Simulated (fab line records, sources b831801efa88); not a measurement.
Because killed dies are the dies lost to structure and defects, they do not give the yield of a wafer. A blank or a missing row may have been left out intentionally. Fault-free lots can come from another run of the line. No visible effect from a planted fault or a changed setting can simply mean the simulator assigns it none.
Struck lot and sound lot, side by side || flow sky130 || 15 out of 708 route steps
Sound: the wafers L803.1, L803.3, L803.5. Wafers L817.2, L817.5, L817.6 were the ones struck. The cause comes at the end.
Each step with rows lists, per side, the tool, then ch with its chambers, then its first start. Under that, the readings that differ: sound wafers || struck wafers || difference of the means || sigmas: that difference in standard deviations of wafers without a fault.
alike: words and numbers the same on both sides, and readings whose means are apart by under 2 such deviations; not compared: readings that were withheld, readings missing a value for some wafer, numbers with overlapping values and no deviation given by the record, and bounds like >300 which may hide the same value.
A row with sigmas, a row that says differs or no value, or rows on one side alone: a step with any of these is where the two part. Numbers that have no deviation but don't overlap get no sigmas and don't part them. A reading that every wafer of one side lacks parts them only if that side has two wafers or more.

SKY_RES_PROTECT_STRIP_07: strips in O2/N2.
  sound on plasma asher-02 ch 0,1, day 17 23:50; struck on plasma asher-02 ch 0,1, day 22 23:40
  alike: drypump motor current A, oes product au, strip time to endpoint s
  not compared: rf hours counter h
SKY_RES_PROTECT_TW_MEAS_08:
  sound: film metro-04 at day 17 23:56; struck: film metro-04 at day 22 23:46
  alike: POLY_GATE_TW
then, 2 steps without rows for these wafers: SKY_RES_PROTECT_CLEAN_09 (cleans in SC1/SC2, time 150 s); SKY_POLY_GATE_CVD_03 (deposits Si3N4 from DCS/NH3, target thk 75 nm, time 1290 s).
SKY_POLY_GATE_THK_MEAS_04:
  sound: film metro-04 at day 18 03:30; struck: film metro-01 at day 23 01:14
  alike: POLY_GATE_CVD_03_THK
then, 7 steps without rows for these wafers: SKY_POLY_GATE_DEHYDRATE_05 (time 60 s); SKY_POLY_GATE_HMDS_06 (prime time 60 s); SKY_POLY_GATE_COAT_07 (resist thk 110 nm); SKY_POLY_GATE_COAT_08 (resist thk 450 nm); SKY_POLY_GATE_SOFTBAKE_09 (time 90 s); SKY_POLY_GATE_EXPOSE_10 (exposes mask P1M, target cd 150 nm); SKY_POLY_GATE_PEB_11.
SKY_POLY_GATE_DEVELOP_12: develop time 60 s.
  sound on litho track-02 ch 0, day 19 09:00; struck on litho track-02 ch 0, day 24 07:00
{"reading": "developer temp C (C)", "sound": "20.97 20.94 20.89", "struck": "18.96 19.22 19.20", "difference": -1.81, "sigmas": -16}
SKY_POLY_GATE_CD_MEAS_13: the cd target is 150 nm.
  sound: cd sem-02 at day 19 09:43; struck: cd sem-02 at day 24 08:05
{"reading": "cd nm (nm)", "sound": "148.9 149.8 149.6", "struck": "153.9 152.5 152.0", "difference": "+3.4", "sigmas": "+3"}
after that, 1 step had no rows for these wafers: SKY_PAD_OPEN_PROBE_99.

## WHERE THEY PART
First at SKY_POLY_GATE_DEVELOP_12; last, within this record, at SKY_POLY_GATE_CD_MEAS_13.

WHY: what the simulator had put in
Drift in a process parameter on litho track-02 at SKY_POLY_GATE_DEVELOP_12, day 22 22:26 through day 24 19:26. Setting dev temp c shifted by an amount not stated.
